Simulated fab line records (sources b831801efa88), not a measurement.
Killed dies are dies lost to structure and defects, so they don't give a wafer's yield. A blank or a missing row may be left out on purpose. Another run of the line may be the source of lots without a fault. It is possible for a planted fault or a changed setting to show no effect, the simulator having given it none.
Which tool is to blame?    flow gf180mcu    12 lots, 36 wafers sampled, at 4 steps of a route of 602

WHAT THE GAUGES SHOWED, per wafer
GF_HV_LDD_CD_MEAS_31: the cd target is 400 nm. Usual: cdNm 400.2 nm, standard deviation 1.8.
lot   measured      on        cdNm (nm)          flag
L619  day 11 14:55  cdSem-02  403.7 403.3 402.4  
L621  day 12 02:10  cdSem-02  403.4 402.5 402.7  
L623  day 12 15:59  cdSem-01  401.5 401.2 400.5  
L626  day 13 18:11  cdSem-02  399.6 400.1 397.3  
L627  day 14 05:43  cdSem-01  397.6 398.4 398.6  
L633  day 15 23:53  cdSem-01  401.2 400.9 400.1  
L634  day 16 12:41  cdSem-01  400.3 400.8 400.7  
L636  day 16 21:58  cdSem-02  399.2 401.3 401.6  
L637  day 17 08:05  cdSem-02  398.1 399.1 399.8  
L640  day 18 04:35  cdSem-02  402.5 401.9 402.2  
L641  day 18 21:14  cdSem-01  400.8 399.7 399.8  
L642  day 19 03:14  cdSem-01  401.7 400.4 401.5  

GF_SALICIDE_RS_MEAS_04: measures by four-point-probe. Usual: SALICIDE_TIN_RS 16.4 ohm/sq, standard deviation 0.41.
lot   measured      on            SALICIDE_TIN_RS (ohm/sq)  flag
L619  day 15 01:23  filmMetro-02  16.7 17.0 17.0            
L621  day 15 19:59  filmMetro-04  15.9 16.9 16.2            
L623  day 16 16:13  filmMetro-01  16.5 16.7 16.0            
L626  day 17 20:50  filmMetro-02  16.7 16.2 16.3            
L627  day 18 01:52  filmMetro-01  16.4 15.8 16.0            
L633  day 20 03:41  filmMetro-02  20.7 20.4 21.0            OFF
L634  day 20 15:19  filmMetro-01  21.2 21.7 21.9            OFF
L636  day 21 03:34  filmMetro-02  16.1 15.9 16.2            
L637  day 21 11:58  filmMetro-02  16.2 16.1 16.7            
L640  day 22 10:47  filmMetro-01  16.8 16.0 16.5            
L641  day 23 03:26  filmMetro-02  16.7 16.2 16.2            
L642  day 23 07:14  filmMetro-04  15.8 16.3 16.3            

GF_SALICIDE_THK_MEAS_05: measures by xrf. Usual: SALICIDE_TIN_THK 19.45 nm, standard deviation 0.29.
lot   measured      on            SALICIDE_TIN_THK (nm)  flag
L619  day 15 01:31  filmMetro-02  19.81 19.02 19.27      
L621  day 15 20:05  filmMetro-04  19.19 19.42 19.52      
L623  day 16 16:20  filmMetro-01  19.55 19.18 19.58      
L626  day 17 20:58  filmMetro-02  19.46 19.71 19.55      
L627  day 18 01:59  filmMetro-01  18.95 19.20 19.58      
L633  day 20 03:49  filmMetro-02  6.40 6.80 5.99         OFF
L634  day 20 15:26  filmMetro-01  6.83 6.41 6.75         OFF
L636  day 21 03:41  filmMetro-02  19.49 19.22 19.74      
L637  day 21 12:03  filmMetro-02  19.84 19.71 19.63      
L640  day 22 10:52  filmMetro-01  18.89 19.10 19.60      
L641  day 23 03:33  filmMetro-02  19.44 19.25 19.35      
L642  day 23 07:21  filmMetro-04  19.40 19.21 19.59      

EACH LOT AND THE TOOL THAT RAN IT (in order: tool; ch and the chambers of the sampled wafers; start)
lot   GF_SALICIDE_SPUTTER_03
L619  pvdSputter-02, day 15 01:22
L621  pvdSputter-04, day 15 19:56
L623  pvdSputter-01, day 16 16:11
L626  pvdSputter-04, day 17 20:49
L627  pvdSputter-01, day 18 01:51
L633  pvdSputter-02, day 20 03:40
L634  pvdSputter-02, day 20 15:17
L636  pvdSputter-01, day 21 03:32
L637  pvdSputter-04, day 21 11:52
L640  pvdSputter-01, day 22 10:40
L641  pvdSputter-04, day 23 03:24
L642  pvdSputter-01, day 23 07:13
- GF_SALICIDE_SPUTTER_03: material TiN, target thk 20 nm, time 16.4 s.

WHAT THE TOOLS THEMSELVES READ (means of the sampled wafers that have a number; where no wafer has one, the mark that the record gives instead)
GF_SALICIDE_SPUTTER_03. Usual: throttleValvePct 30.0 %, standard deviation 0.57.
lot   tool           throttleValvePct (%)  flag
L619  pvdSputter-02  29.4                  
L621  pvdSputter-04  30.3                  
L623  pvdSputter-01  30.0                  
L626  pvdSputter-04  30.4                  
L627  pvdSputter-01  30.1                  
L633  pvdSputter-02  30.1                  
L634  pvdSputter-02  30.2                  
L636  pvdSputter-01  29.9                  
L637  pvdSputter-04  30.5                  
L640  pvdSputter-01  30.0                  
L641  pvdSputter-04  30.6                  
L642  pvdSputter-01  30.1                  

THE ANSWER, worked out from the rows above alone
Rule: a lot is off if the mean of its wafers that have a number lies more than 3 standard deviations from the usual mean. A lot without any number at a reading at which 4 lots or more have one is off too. Any other lot the step has rows for is counted as sound. First the gauges in route order, then the tools' own readings, where a lot's mean is used as printed above. The first step at which some lot is off is used, and at that step the reading that is off furthest; a lot without a number counts as furthest.
Off: L633, L634, at GF_SALICIDE_RS_MEAS_04 (SALICIDE_TIN_RS).
A tool fits if, at a process step before that reading, it ran every lot that is off, and no sound lot after the first of them. Gauges at GF_SALICIDE_RS_MEAS_04: tried the same way as those tools. One fits: GF_SALICIDE_SPUTTER_03 on pvdSputter-02. Its last sound lot is L619 (day 15 01:22), its first lot that is off L633 (day 20 03:40): a fault that began between those two fits.

WHAT THE SIMULATOR HAD INSERTED
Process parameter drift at GF_SALICIDE_SPUTTER_03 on pvdSputter-02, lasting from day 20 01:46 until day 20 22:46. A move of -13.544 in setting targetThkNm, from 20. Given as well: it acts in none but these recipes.
Struck lots among those shown: L633, L634. The rule above reached the same finding.
